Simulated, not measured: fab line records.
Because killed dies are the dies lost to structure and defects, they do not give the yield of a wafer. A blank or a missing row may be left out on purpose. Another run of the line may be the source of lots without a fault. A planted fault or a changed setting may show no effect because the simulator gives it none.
One fault through the eyes of 2 desks + flow sky130 + every desk sees just its own numbers, and what lay behind them comes last

== AT THE METROLOGY DESK ==
What the gauges read, lot by lot, whatever tool the lot ran on: means of the sampled wafers that have a number. If a lot's mean is further than 4 standard deviations from the usual mean, the lot is out of limits and carries the mark OUT (the distance appears in the brackets). It has 8 readings; the 7 that lie furthest out on some lot are the ones shown.
Columns: A = cd-nm at SKY_VIA2_CD_MEAS_12, usual 200.3 nm; B = VIA2_W_RS at SKY_VIA2_RS_MEAS_22, usual 0.271 ohm/sq; C = VIA2_W_THK at SKY_VIA2_THK_MEAS_23, usual 425 nm; D = CAPM_CVD_00_THK at SKY_CAPM_THK_MEAS_01, usual 15.61 nm; E = CAPM_TIN_RS at SKY_CAPM_RS_MEAS_03, usual 6.95 ohm/sq; F = CAPM_TIN_THK at SKY_CAPM_THK_MEAS_04, usual 199.5 nm; G = CAPM_OVL at SKY_CAPM_OVL_MEAS_12, usual 1.6 nm
| lot  | first seen here | A     | B     | C   | D     | E    | F     | G   |
|------|-----------------|-------|-------|-----|-------|------|-------|-----|
| L113 | day 36 09:24    | 199.7 | 0.272 | 417 | 15.36 | 7.02 | 196.7 | 1.2 |
| L114 | day 36 16:59    | 199.1 | 0.272 | 417 | 15.53 | 7.00 | 197.2 | 2.6 |
| L126 | day 42 01:11    | 198.5 | 0.267 | 424 | 15.92 | 6.90 | 201.1 | 0.1 |
| L128 | day 42 02:31    | 200.9 | 0.272 | 431 | 15.45 | 6.93 | 199.6 | 2.0 |
| L129 | day 42 08:12    | 201.2 | 0.269 | 426 | 15.93 | 6.88 | 201.2 | 1.4 |
| L131 | day 42 13:25    | 199.9 | 0.271 | 421 | 15.51 | 7.12 | 194.7 | 0.2 |
Result from this desk: across the 6 lots, nothing is out of limits.

== FOR THE TOOL OWNER'S DESK: cmp-01 ==
The tool's own readings at SKY_VIA2_CMP_24 (polishes, stops on SiO2, t overpolish 20 s, target thk 0 nm): means of the sampled wafers that have a number, for each lot that ran on this tool. If a lot's mean is further than 4 standard deviations from the usual mean, the lot is out of limits and carries the mark OUT (the distance appears in the brackets).
Columns: A = motor-current-A at SKY_VIA2_CMP_24, usual 11.9 A; B = overpolish-run-s at SKY_VIA2_CMP_24, usual 19.998 s; C = time-to-endpoint-s at SKY_VIA2_CMP_24, usual 100 s
| lot  | first seen here | A    | B      | C             |
|------|-----------------|------|--------|---------------|
| L113 | day 36 10:38    | 12.0 | 20.000 | 97            |
| L126 | day 42 02:28    | 11.9 | 20.003 | 55 (-9.3) OUT |
| L128 | day 42 03:43    | 11.2 | 19.993 | 54 (-9.6) OUT |
This desk finds L126, L128 out of limits, L126 being first, at day 42 02:28 (time-to-endpoint-s at SKY_VIA2_CMP_24). L113 stayed within limits.

== PUT TOGETHER ==
On L126, L128, at day 42 02:28, an alarm was possible from the tool owner's desk.
From the metrology desk's view, nothing was out of limits.
The metrology desk holds a record of L126, L128, inside its limits.
The lots listed all ran SKY_VIA2_CMP_24 on cmp-01.

== WHAT THE SIMULATOR HAD INSERTED ==
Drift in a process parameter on cmp-01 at SKY_VIA2_CMP_24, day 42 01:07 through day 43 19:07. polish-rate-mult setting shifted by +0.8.
Struck lots among those shown: L126, L128.
How many hours passed from the start of the fault until each desk's first out-of-limits reading: the tool owner's desk, 1.
